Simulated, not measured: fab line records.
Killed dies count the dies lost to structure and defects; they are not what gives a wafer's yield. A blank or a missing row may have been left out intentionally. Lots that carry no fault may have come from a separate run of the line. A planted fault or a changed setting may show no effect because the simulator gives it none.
What tool caused it?    flow gf180mcu    Sampling: 6 lots, 18 wafers, 4 of 602 route steps

## WHAT EACH GAUGE READ, for each wafer
GF_VT_IMPLANT_TW_MEAS_43.
lot   measured      on             VT_IMPLANT_4_TW
L892  day 8 12:19   film-metro-01  692 689 688
L894  day 9 00:35   film-metro-01  688 687 689
L896  day 9 12:21   film-metro-01  643 641 642 638 636 638
L901  day 10 17:51  film-metro-03  683 680 682
L909  day 12 18:27  film-metro-04  685 685 684
L912  day 13 18:47  film-metro-04  682 685 682

## TOOL THAT RAN EACH LOT (tool first, then ch and the chambers of the sampled wafers, then the start)
lot   GF_NWELL_STRIP_10                    GF_VT_IMPLANT_IMPLANT_41         GF_VT_IMPLANT_STRIP_42
L892  plasma-asher-03 ch 0,1, day 4 01:34  implanter-02 ch 0, day 8 12:07   plasma-asher-03 ch 0,1, day 8 12:13
L894  plasma-asher-04 ch 0,1, day 4 12:12  implanter-02 ch 0, day 9 00:20   plasma-asher-01 ch 0,1, day 9 00:29
L896  plasma-asher-01 ch 0,1, day 4 21:42  implanter-02 ch 0, day 9 12:06   plasma-asher-03 ch 0,1, day 9 12:15
L901  plasma-asher-04 ch 0,1, day 5 23:49  implanter-01 ch 0, day 10 17:38  plasma-asher-01 ch 0,1, day 10 17:46
L909  plasma-asher-04 ch 0,1, day 7 19:48  implanter-01 ch 0, day 12 18:12  plasma-asher-01 ch 0,1, day 12 18:21
L912  plasma-asher-04 ch 0,1, day 8 13:41  implanter-03 ch 0, day 13 18:34  plasma-asher-03 ch 0,1, day 13 18:41
- GF_NWELL_STRIP_10: strips in O2/N2.
- GF_VT_IMPLANT_IMPLANT_41
- GF_VT_IMPLANT_STRIP_42: strips in O2/N2.

## THE ANSWER, worked out from the rows above alone
Rule: usual is defined by the lots themselves. The widest of any qualifying gaps counts: lots, ordered by their means at a reading, are off when they make up no more than a third of the lots, leave a main group of 4 or more, and stand apart from it by 3 or more times the standard deviation of that group's means. The tables above print the reading to a certain number of digits; a main group whose means all agree to those digits is not used. Also off: a lot with no number at a reading for which 4 or more lots have one. All remaining lots with rows at the step are treated as sound.
Off: at GF_VT_IMPLANT_TW_MEAS_43 (VT_IMPLANT_4_TW), L896. Main group: mean 685, sd 3.
If a tool, at a process step before that reading, ran all the lots that are off and no sound lot after the first of them, it fits. The gauges at GF_VT_IMPLANT_TW_MEAS_43 are tried like those tools. Can't be told from this: 3 tools fit, plasma-asher-01 at GF_NWELL_STRIP_10, implanter-02 at GF_VT_IMPLANT_IMPLANT_41, film-metro-01 at GF_VT_IMPLANT_TW_MEAS_43.

## WHAT HAD BEEN PUT IN BY THE SIMULATOR
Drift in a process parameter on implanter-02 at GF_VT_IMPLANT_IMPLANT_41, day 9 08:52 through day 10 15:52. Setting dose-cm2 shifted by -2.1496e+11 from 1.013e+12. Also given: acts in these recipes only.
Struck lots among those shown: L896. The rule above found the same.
